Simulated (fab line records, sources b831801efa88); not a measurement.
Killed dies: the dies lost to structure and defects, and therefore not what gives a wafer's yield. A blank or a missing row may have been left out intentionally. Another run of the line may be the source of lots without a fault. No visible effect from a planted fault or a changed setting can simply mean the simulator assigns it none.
The tool behind it: which one? :: flow sky130 :: 13 lots with 39 wafers sampled at 3 steps, on a route of 708 steps

WHAT THE GAUGES READ, wafer by wafer
SKY_DNWELL_TW_MEAS_09. Usual: for DNWELL_TW the level is 1112 and the standard deviation is 7.8.
lot: L161
measured: day 3 06:01
on: filmMetro-01
DNWELL_TW: 1098 1100 1099
flag: 

lot: L162
measured: day 3 10:34
on: filmMetro-04
DNWELL_TW: 1124 1126 1123
flag: 

lot: L163
measured: day 3 16:41
on: filmMetro-03
DNWELL_TW: 1115 1108 1113
flag: 

lot: L164
measured: day 3 21:11
on: filmMetro-04
DNWELL_TW: 1117 1111 1117
flag: 

lot: L168
measured: day 4 20:32
on: filmMetro-04
DNWELL_TW: 1119 1119 1120
flag: 

lot: L170
measured: day 5 04:04
on: filmMetro-03
DNWELL_TW: 1106 1098 1105
flag: 

lot: L175
measured: day 6 08:52
on: filmMetro-04
DNWELL_TW: 1127 1132 1127
flag: 

lot: L176
measured: day 6 11:31
on: filmMetro-01
DNWELL_TW: 1106 1112 1109
flag: 

lot: L177
measured: day 6 20:24
on: filmMetro-01
DNWELL_TW: 1103 1105 1107
flag: 

lot: L178
measured: day 7 02:20
on: filmMetro-01
DNWELL_TW: 1117 1115 1115
flag: 

lot: L179
measured: day 7 08:24
on: filmMetro-01
DNWELL_TW: 1110 1110 1105
flag: 

lot: L183
measured: day 8 05:40
on: filmMetro-01
DNWELL_TW: 1109 1116 1114
flag: 

lot: L184
measured: day 8 10:52
on: filmMetro-01
DNWELL_TW: 1107 1106 1101
flag: 

WHAT TOOL EACH LOT RAN ON (gives the tool, then ch and the chambers of the sampled wafers, and finally the start)
lot: L161
SKY_FIELD_ISO_STRIP_16: plasmaAsher-02 ch 0, day 2 05:32
SKY_FIELD_ISO_WET_ETCH_18: wetBench-01 ch 2, day 2 05:42

lot: L162
SKY_FIELD_ISO_STRIP_16: plasmaAsher-02 ch 0,1, day 2 09:50
SKY_FIELD_ISO_WET_ETCH_18: wetBench-01 ch 3, day 2 10:01

lot: L163
SKY_FIELD_ISO_STRIP_16: plasmaAsher-01 ch 0,1, day 2 15:28
SKY_FIELD_ISO_WET_ETCH_18: wetBench-01 ch 0, day 2 15:38

lot: L164
SKY_FIELD_ISO_STRIP_16: plasmaAsher-01 ch 0,1, day 2 22:04
SKY_FIELD_ISO_WET_ETCH_18: wetBench-03 ch 1, day 2 22:12

lot: L168
SKY_FIELD_ISO_STRIP_16: plasmaAsher-02 ch 0,1, day 3 19:44
SKY_FIELD_ISO_WET_ETCH_18: wetBench-01 ch 3, day 3 19:55

lot: L170
SKY_FIELD_ISO_STRIP_16: plasmaAsher-04 ch 0,1, day 4 03:43
SKY_FIELD_ISO_WET_ETCH_18: wetBench-01 ch 3, day 4 03:53

lot: L175
SKY_FIELD_ISO_STRIP_16: plasmaAsher-02 ch 0,1, day 5 06:38
SKY_FIELD_ISO_WET_ETCH_18: wetBench-03 ch 1, day 5 06:49

lot: L176
SKY_FIELD_ISO_STRIP_16: plasmaAsher-04 ch 0,1, day 5 10:05
SKY_FIELD_ISO_WET_ETCH_18: wetBench-04 ch 1, day 5 10:15

lot: L177
SKY_FIELD_ISO_STRIP_16: plasmaAsher-04 ch 1, day 5 16:08
SKY_FIELD_ISO_WET_ETCH_18: wetBench-03 ch 2, day 5 16:18

lot: L178
SKY_FIELD_ISO_STRIP_16: plasmaAsher-01 ch 0,1, day 5 22:17
SKY_FIELD_ISO_WET_ETCH_18: wetBench-04 ch 3, day 5 22:28

lot: L179
SKY_FIELD_ISO_STRIP_16: plasmaAsher-01 ch 0,1, day 6 02:32
SKY_FIELD_ISO_WET_ETCH_18: wetBench-03 ch 1, day 6 02:42

lot: L183
SKY_FIELD_ISO_STRIP_16: plasmaAsher-01 ch 0,1, day 7 01:08
SKY_FIELD_ISO_WET_ETCH_18: wetBench-01 ch 2, day 7 01:19

lot: L184
SKY_FIELD_ISO_STRIP_16: plasmaAsher-01 ch 0,1, day 7 07:17
SKY_FIELD_ISO_WET_ETCH_18: wetBench-01 ch 2, day 7 07:28
- SKY_FIELD_ISO_STRIP_16: strips in O2/N2.
- SKY_FIELD_ISO_WET_ETCH_18: etches Si3N4 in H3PO4, target depth 25 nm, time 286 s.

AS READ BY THE TOOLS THEMSELVES (means over the sampled wafers that have a number; for cases with no such wafer, the mark the record gives instead)
SKY_FIELD_ISO_STRIP_16. Usual: drypumpMotorCurrentA 5.7 A, standard deviation 0.47; oesProductAu 0.377 a.u., standard deviation 0.0045; stripTimeToEndpointS 3.54 s, standard deviation 0.032.
lot: L161
tool: plasmaAsher-02
drypumpMotorCurrentA (A): 5.8
oesProductAu (a.u.): 0.378
stripTimeToEndpointS (s): 3.50
flag: 

lot: L162
tool: plasmaAsher-02
drypumpMotorCurrentA (A): 5.5
oesProductAu (a.u.): 0.382
stripTimeToEndpointS (s): 3.56
flag: 

lot: L163
tool: plasmaAsher-01
drypumpMotorCurrentA (A): 6.0
oesProductAu (a.u.): 0.378
stripTimeToEndpointS (s): 3.53
flag: 

lot: L164
tool: plasmaAsher-01
drypumpMotorCurrentA (A): 5.7
oesProductAu (a.u.): 0.377
stripTimeToEndpointS (s): 3.56
flag: 

lot: L168
tool: plasmaAsher-02
drypumpMotorCurrentA (A): 5.5
oesProductAu (a.u.): 0.374
stripTimeToEndpointS (s): 3.53
flag: 

lot: L170
tool: plasmaAsher-04
drypumpMotorCurrentA (A): 6.1
oesProductAu (a.u.): 0.377
stripTimeToEndpointS (s): 3.53
flag: 

lot: L175
tool: plasmaAsher-02
drypumpMotorCurrentA (A): 5.2
oesProductAu (a.u.): 0.375
stripTimeToEndpointS (s): 3.53
flag: 

lot: L176
tool: plasmaAsher-04
drypumpMotorCurrentA (A): 6.1
oesProductAu (a.u.): 0.377
stripTimeToEndpointS (s): 3.55
flag: 

lot: L177
tool: plasmaAsher-04
drypumpMotorCurrentA (A): 6.0
oesProductAu (a.u.): 0.375
stripTimeToEndpointS (s): 3.48
flag: 

lot: L178
tool: plasmaAsher-01
drypumpMotorCurrentA (A): 5.7
oesProductAu (a.u.): 0.373
stripTimeToEndpointS (s): 3.52
flag: 

lot: L179
tool: plasmaAsher-01
drypumpMotorCurrentA (A): 6.0
oesProductAu (a.u.): 0.378
stripTimeToEndpointS (s): 3.54
flag: 

lot: L183
tool: plasmaAsher-01
drypumpMotorCurrentA (A): 6.0
oesProductAu (a.u.): 0.378
stripTimeToEndpointS (s): 3.58
flag: 

lot: L184
tool: plasmaAsher-01
drypumpMotorCurrentA (A): 5.9
oesProductAu (a.u.): 0.380
stripTimeToEndpointS (s): 3.55
flag: 

SKY_FIELD_ISO_WET_ETCH_18. Usual: runLengthS 313 s, standard deviation 3.
lot: L161
tool: wetBench-01
runLengthS (s): 310
flag: 

lot: L162
tool: wetBench-01
runLengthS (s): 311
flag: 

lot: L163
tool: wetBench-01
runLengthS (s): 311
flag: 

lot: L164
tool: wetBench-03
runLengthS (s): 314
flag: 

lot: L168
tool: wetBench-01
runLengthS (s): 485
flag: OFF

lot: L170
tool: wetBench-01
runLengthS (s): 485
flag: OFF

lot: L175
tool: wetBench-03
runLengthS (s): 313
flag: 

lot: L176
tool: wetBench-04
runLengthS (s): 311
flag: 

lot: L177
tool: wetBench-03
runLengthS (s): 312
flag: 

lot: L178
tool: wetBench-04
runLengthS (s): 313
flag: 

lot: L179
tool: wetBench-03
runLengthS (s): 314
flag: 

lot: L183
tool: wetBench-01
runLengthS (s): 311
flag: 

lot: L184
tool: wetBench-01
runLengthS (s): 311
flag: 

THE ANSWER, worked out from the rows above alone
Rule: lot off if the mean of its wafers having a number is beyond 3 standard deviations from the usual mean. A lot without any number at a reading at which 4 lots or more have one is off too. Any other lot the step has rows for is counted as sound. The gauges are gone through in route order, then the tools' own readings, and for those a lot's mean is taken as printed above. At the first step where some lot is off, the reading lying furthest off is the one used; lots without a number count as furthest.
Off, at SKY_FIELD_ISO_WET_ETCH_18 on runLengthS: L168, L170.
A tool fits if, at that step or a process step before it, it ran every lot that is off, and no sound lot after the first of them. Not one of the candidates tried fits.

WHAT THE SIMULATOR HAD INSERTED
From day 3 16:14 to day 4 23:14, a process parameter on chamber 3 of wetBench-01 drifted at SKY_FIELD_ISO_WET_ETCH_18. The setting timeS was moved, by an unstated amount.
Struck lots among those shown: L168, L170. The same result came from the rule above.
